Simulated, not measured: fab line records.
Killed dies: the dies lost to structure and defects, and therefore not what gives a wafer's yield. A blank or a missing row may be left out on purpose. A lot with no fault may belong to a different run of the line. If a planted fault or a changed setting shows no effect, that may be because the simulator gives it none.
Check for tools in common :: flow gf180mcu :: Sampled: 14 lots, 42 wafers

## REASON FOR OPENING
2 of 14 lots carry a flag on the reading PASSIVATION_CVD_02_THK at GF_PASSIVATION_THK_MEAS_03. Wafers without a fault read 704 nm, standard deviation 9.4.
Rule: a lot gets a flag if all its wafers with a number sit over 4 standard deviations from that mean, or if no wafer of it has a number. The rest of the lots are taken to be sound.

lot: L638
measured: day 28 03:53
on: filmMetro-04
PASSIVATION_CVD_02_THK (nm), wafer by wafer: 690 706 720
flag: 

lot: L639
measured: day 28 09:17
on: filmMetro-02
PASSIVATION_CVD_02_THK (nm), wafer by wafer: 702 705 703
flag: 

lot: L640
measured: day 28 19:43
on: filmMetro-02
PASSIVATION_CVD_02_THK (nm), wafer by wafer: 694 694 679
flag: 

lot: L641
measured: day 29 05:56
on: filmMetro-01
PASSIVATION_CVD_02_THK (nm), wafer by wafer: 699 709 703
flag: 

lot: L643
measured: day 29 19:31
on: filmMetro-01
PASSIVATION_CVD_02_THK (nm), wafer by wafer: 689 686 705
flag: 

lot: L644
measured: day 30 03:28
on: filmMetro-02
PASSIVATION_CVD_02_THK (nm), wafer by wafer: 689 708 701
flag: 

lot: L646
measured: day 30 16:10
on: filmMetro-01
PASSIVATION_CVD_02_THK (nm), wafer by wafer: 705 706 714
flag: 

lot: L647
measured: day 30 19:09
on: filmMetro-02
PASSIVATION_CVD_02_THK (nm), wafer by wafer: 698 702 709
flag: 

lot: L650
measured: day 31 23:07
on: filmMetro-02
PASSIVATION_CVD_02_THK (nm), wafer by wafer: 714 702 703
flag: 

lot: L651
measured: day 32 00:09
on: filmMetro-04
PASSIVATION_CVD_02_THK (nm), wafer by wafer: 827 820 835
flag: FLAGGED

lot: L652
measured: day 32 02:13
on: filmMetro-02
PASSIVATION_CVD_02_THK (nm), wafer by wafer: 802 811 815
flag: FLAGGED

lot: L654
measured: day 32 19:37
on: filmMetro-04
PASSIVATION_CVD_02_THK (nm), wafer by wafer: 701 719 714
flag: 

lot: L660
measured: day 34 04:13
on: filmMetro-04
PASSIVATION_CVD_02_THK (nm), wafer by wafer: 697 696 702
flag: 

lot: L659
measured: day 34 05:33
on: filmMetro-01
PASSIVATION_CVD_02_THK (nm), wafer by wafer: 688 699 707
flag: 
The mean of the flagged lots' numbers is 818 nm, +114 nm from the usual (+12 standard deviations).

## WHICH TOOL RAN EACH LOT
2 process steps preceding the reading are held in the record, out of 602 steps in the route. Each cell gives the tool, then ch followed by the chambers the sampled wafers passed through, then the start.
lot: L638
flag: 
GF_V5_ETCH_16: rieDiel-02 ch 0,1, day 27 04:42
GF_PASSIVATION_CVD_02: pecvd-04 ch 1,2, day 28 03:36

lot: L639
flag: 
GF_V5_ETCH_16: rieDiel-02 ch 0,1,3, day 27 11:05
GF_PASSIVATION_CVD_02: pecvd-03 ch 0,1,2, day 28 09:00

lot: L640
flag: 
GF_V5_ETCH_16: rieDiel-03 ch 0,2,3, day 27 21:35
GF_PASSIVATION_CVD_02: pecvd-01 ch 0,1,2, day 28 19:25

lot: L641
flag: 
GF_V5_ETCH_16: rieDiel-02 ch 0,2,3, day 28 07:57
GF_PASSIVATION_CVD_02: pecvd-03 ch 0,1,2, day 29 05:46

lot: L643
flag: 
GF_V5_ETCH_16: rieDiel-03 ch 0,2,3, day 28 21:39
GF_PASSIVATION_CVD_02: pecvd-04 ch 0,2, day 29 19:13

lot: L644
flag: 
GF_V5_ETCH_16: rieDiel-04 ch 0,2, day 29 05:26
GF_PASSIVATION_CVD_02: pecvd-03 ch 0,1, day 30 03:02

lot: L646
flag: 
GF_V5_ETCH_16: rieDiel-04 ch 2,3, day 29 18:42
GF_PASSIVATION_CVD_02: pecvd-03 ch 1,2, day 30 15:53

lot: L647
flag: 
GF_V5_ETCH_16: rieDiel-04 ch 0,1,3, day 29 21:49
GF_PASSIVATION_CVD_02: pecvd-04 ch 0,2, day 30 18:52

lot: L650
flag: 
GF_V5_ETCH_16: rieDiel-02 ch 0,1,2, day 31 02:42
GF_PASSIVATION_CVD_02: pecvd-04 ch 0,1,2, day 31 22:57

lot: L651
flag: FLAGGED
GF_V5_ETCH_16: rieDiel-03 ch 0,2,3, day 31 03:47
GF_PASSIVATION_CVD_02: pecvd-03 ch 0,1,2, day 31 23:51

lot: L652
flag: FLAGGED
GF_V5_ETCH_16: rieDiel-04 ch 1,2,3, day 31 06:26
GF_PASSIVATION_CVD_02: pecvd-03 ch 0,1,2, day 32 01:56

lot: L654
flag: 
GF_V5_ETCH_16: rieDiel-03 ch 1,2,3, day 32 00:30
GF_PASSIVATION_CVD_02: pecvd-04 ch 0,1,2, day 32 19:19

lot: L660
flag: 
GF_V5_ETCH_16: rieDiel-03 ch 2,3, day 33 09:41
GF_PASSIVATION_CVD_02: pecvd-04 ch 0,1,2, day 34 03:55

lot: L659
flag: 
GF_V5_ETCH_16: rieDiel-03 ch 1,2, day 33 11:52
GF_PASSIVATION_CVD_02: pecvd-04 ch 0,2, day 34 05:16
These steps, and what they do:
- GF_V5_ETCH_16: etches BARC in N2/H2.
- GF_PASSIVATION_CVD_02: deposits Si3N4, target thk 700 nm, time 486.18 s.
- GF_PASSIVATION_THK_MEAS_03

## FLAGGED AGAINST TOTAL, ONE TOOL AT A TIME (gauges that did the reading follow at the end)
step: GF_V5_ETCH_16
tool: rieDiel-02
lots run: 4
flagged: 0
share of the flagged lots: none
sound lots run after its first flagged lot: -

step: GF_V5_ETCH_16
tool: rieDiel-03
lots run: 6
flagged: 1
share of the flagged lots: some
sound lots run after its first flagged lot: 3 (L654,L660,L659)

step: GF_V5_ETCH_16
tool: rieDiel-04
lots run: 4
flagged: 1
share of the flagged lots: some
sound lots run after its first flagged lot: 0

step: GF_PASSIVATION_CVD_02
tool: pecvd-01
lots run: 1
flagged: 0
share of the flagged lots: none
sound lots run after its first flagged lot: -

step: GF_PASSIVATION_CVD_02
tool: pecvd-03
lots run: 6
flagged: 2
share of the flagged lots: all
sound lots run after its first flagged lot: 0

step: GF_PASSIVATION_CVD_02
tool: pecvd-04
lots run: 7
flagged: 0
share of the flagged lots: none
sound lots run after its first flagged lot: -

step: GF_PASSIVATION_THK_MEAS_03
tool: filmMetro-01
lots run: 4
flagged: 0
share of the flagged lots: none
sound lots run after its first flagged lot: -

step: GF_PASSIVATION_THK_MEAS_03
tool: filmMetro-02
lots run: 6
flagged: 1
share of the flagged lots: some
sound lots run after its first flagged lot: 0

step: GF_PASSIVATION_THK_MEAS_03
tool: filmMetro-04
lots run: 4
flagged: 1
share of the flagged lots: some
sound lots run after its first flagged lot: 2 (L654,L660)

## THE TABLE: WHAT IT ALLOWS
All flagged lots share 1 row of the table, namely pecvd-03 at GF_PASSIVATION_CVD_02.
- pecvd-03 at GF_PASSIVATION_CVD_02: 2 of its 6 lots flagged. Its last sound lot is L646 (day 30 15:53), its first flagged lot L651 (day 31 23:51): a fault that began between those two fits.
Just one tool remains: pecvd-03 at GF_PASSIVATION_CVD_02.

## WHAT WAS PUT IN BY THE SIMULATOR
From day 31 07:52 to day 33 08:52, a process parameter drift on pecvd-03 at GF_PASSIVATION_CVD_02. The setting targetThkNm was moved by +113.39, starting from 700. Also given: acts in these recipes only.
Struck lots among those shown: L651, L652. Same finding as the rule above.
